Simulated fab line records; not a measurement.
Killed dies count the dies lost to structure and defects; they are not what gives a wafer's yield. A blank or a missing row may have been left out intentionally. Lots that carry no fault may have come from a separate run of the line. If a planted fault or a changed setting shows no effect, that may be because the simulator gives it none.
Which tool did it? + flow sky130 + 13 lots with 39 wafers sampled at 4 steps, on a route of 708 steps

WHAT THE GAUGES SHOWED, per wafer
SKY_VT_ADJUST_PCH_OVL_MEAS_07.
| lot  | measured     | on         | VT_ADJUST_PCH_OVL (nm) |
|------|--------------|------------|------------------------|
| L922 | day 10 06:13 | overlay-01 | 1.9 2.2 1.4            |
| L924 | day 11 03:01 | overlay-02 | -0.3 -2.7 -1.4         |
| L928 | day 12 11:00 | overlay-02 | - - -                  |
| L934 | day 14 06:31 | overlay-01 | 0.3 -2.8 -1.9          |
| L935 | day 14 19:08 | overlay-01 | 0.7 -0.4 1.8           |
| L936 | day 15 00:21 | overlay-01 | -1.1 -3.9 -2.3         |
| L937 | day 15 03:21 | overlay-01 | 2.0 2.0 1.7            |
| L939 | day 16 03:05 | overlay-01 | 0.0 1.2 0.3            |
| L941 | day 16 14:54 | overlay-01 | 1.5 2.2 2.9            |
| L942 | day 16 21:50 | overlay-01 | 2.3 2.8 2.7            |
| L943 | day 17 07:22 | overlay-02 | 1.7 2.6 0.7            |
| L944 | day 17 12:26 | overlay-02 | -0.7 2.3 -0.6          |
| L945 | day 17 22:09 | overlay-02 | -2.5 -2.2 0.5          |

SKY_VT_ADJUST_PCH_TW_MEAS_10.
| lot  | measured     | on            | VT_ADJUST_PCH_TW  |
|------|--------------|---------------|-------------------|
| L922 | day 10 06:30 | film-metro-03 | 142.2 142.1 142.8 |
| L924 | day 11 03:19 | film-metro-03 | 142.1 142.2 141.8 |
| L928 | day 12 11:17 | film-metro-02 | 30.0 30.2 30.0    |
| L934 | day 14 06:49 | film-metro-03 | 142.6 143.4 142.5 |
| L935 | day 14 19:25 | film-metro-04 | 140.6 140.8 141.7 |
| L936 | day 15 00:38 | film-metro-04 | 141.3 142.0 141.0 |
| L937 | day 15 03:38 | film-metro-02 | 143.4 142.3 143.3 |
| L939 | day 16 03:23 | film-metro-04 | 141.1 140.5 140.7 |
| L941 | day 16 15:11 | film-metro-03 | 144.4 143.3 144.3 |
| L942 | day 16 22:08 | film-metro-02 | 143.3 142.3 142.9 |
| L943 | day 17 07:40 | film-metro-02 | 143.0 142.2 141.8 |
| L944 | day 17 12:44 | film-metro-02 | 142.3 142.7 143.4 |
| L945 | day 17 22:26 | film-metro-03 | 143.5 143.1 143.0 |

SKY_SONOS_TUNNEL_TW_MEAS_12.
| lot  | measured     | on            | SONOS_TUNNEL_TW   |
|------|--------------|---------------|-------------------|
| L922 | day 11 06:04 | film-metro-01 | 198.7 198.2 199.2 |
| L924 | day 12 03:34 | film-metro-03 | 198.1 197.0 197.4 |
| L928 | day 13 12:42 | film-metro-03 | 213.1 212.5 212.5 |
| L934 | day 15 10:30 | film-metro-01 | 199.0 199.0 198.8 |
| L935 | day 15 23:46 | film-metro-04 | 195.1 194.6 195.3 |
| L936 | day 16 05:07 | film-metro-03 | 199.6 199.3 199.2 |
| L937 | day 16 07:55 | film-metro-03 | 199.6 198.8 200.0 |
| L939 | day 17 08:49 | film-metro-01 | 197.7 197.7 199.4 |
| L941 | day 17 21:00 | film-metro-03 | 196.5 197.8 197.0 |
| L942 | day 18 04:11 | film-metro-04 | 193.7 193.9 193.0 |
| L943 | day 18 14:10 | film-metro-03 | 197.3 196.6 196.8 |
| L944 | day 18 18:17 | film-metro-01 | 198.2 197.3 197.2 |
| L945 | day 19 05:28 | film-metro-03 | 197.6 197.9 197.2 |

WHAT TOOL EACH LOT RAN ON (gives the tool, then ch and the chambers of the sampled wafers, and finally the start)
| lot  | SKY_VT_ADJUST_PCH_EXPOSE_04         |
|------|-------------------------------------|
| L922 | iline-stepper-02 ch 0, day 9 19:07  |
| L924 | iline-stepper-02 ch 0, day 10 15:22 |
| L928 | iline-stepper-01 ch 0, day 11 22:04 |
| L934 | iline-stepper-02 ch 0, day 13 17:27 |
| L935 | iline-stepper-02 ch 0, day 14 05:40 |
| L936 | iline-stepper-02 ch 0, day 14 11:13 |
| L937 | iline-stepper-01 ch 0, day 14 13:59 |
| L939 | iline-stepper-01 ch 0, day 15 13:09 |
| L941 | iline-stepper-01 ch 0, day 16 01:21 |
| L942 | iline-stepper-01 ch 0, day 16 07:54 |
| L943 | iline-stepper-01 ch 0, day 16 16:47 |
| L944 | iline-stepper-02 ch 0, day 16 21:58 |
| L945 | iline-stepper-02 ch 0, day 17 07:34 |
- SKY_VT_ADJUST_PCH_EXPOSE_04: exposes mask NWM, target cd 840 nm.

AS READ BY THE TOOLS THEMSELVES (means over the sampled wafers that have a number; for cases with no such wafer, the mark the record gives instead)
The record holds no such reading with a usual standard deviation.

THE ANSWER, worked out from the rows above alone
Rule: usual is defined by the lots themselves. Put in order of their means at a reading, lots are off if they are a third of the lots or fewer, leave a main group of 4 or more, and stand apart from it by a gap of 3 or more times the standard deviation of the main group's means; of several such gaps the widest counts. Not used: any main group whose means are identical at the precision the tables above print for the reading. A lot without any number at a reading at which 4 lots or more have one is off too. The other lots that the step has rows for count as sound. Order of review: gauges by route order, followed by the tools' own readings, for which a lot's mean as printed above is used. The first step at which some lot is off is used, and at that step the reading that is off furthest; a lot without a number counts as furthest.
Off: L928, at SKY_VT_ADJUST_PCH_OVL_MEAS_07 (VT_ADJUST_PCH_OVL). Without a number there: L928. The main group has a mean of 0.4 nm with a standard deviation of 1.6.
If a tool, at a process step before that reading, ran all the lots that are off and no sound lot after the first of them, it fits. The gauges at SKY_VT_ADJUST_PCH_OVL_MEAS_07 aren't tried: what is off there is off at SKY_VT_ADJUST_PCH_TW_MEAS_10 too, on other tools, and a gauge's error can't cause that. None of those tried fits.

WHAT THE SIMULATOR PUT IN
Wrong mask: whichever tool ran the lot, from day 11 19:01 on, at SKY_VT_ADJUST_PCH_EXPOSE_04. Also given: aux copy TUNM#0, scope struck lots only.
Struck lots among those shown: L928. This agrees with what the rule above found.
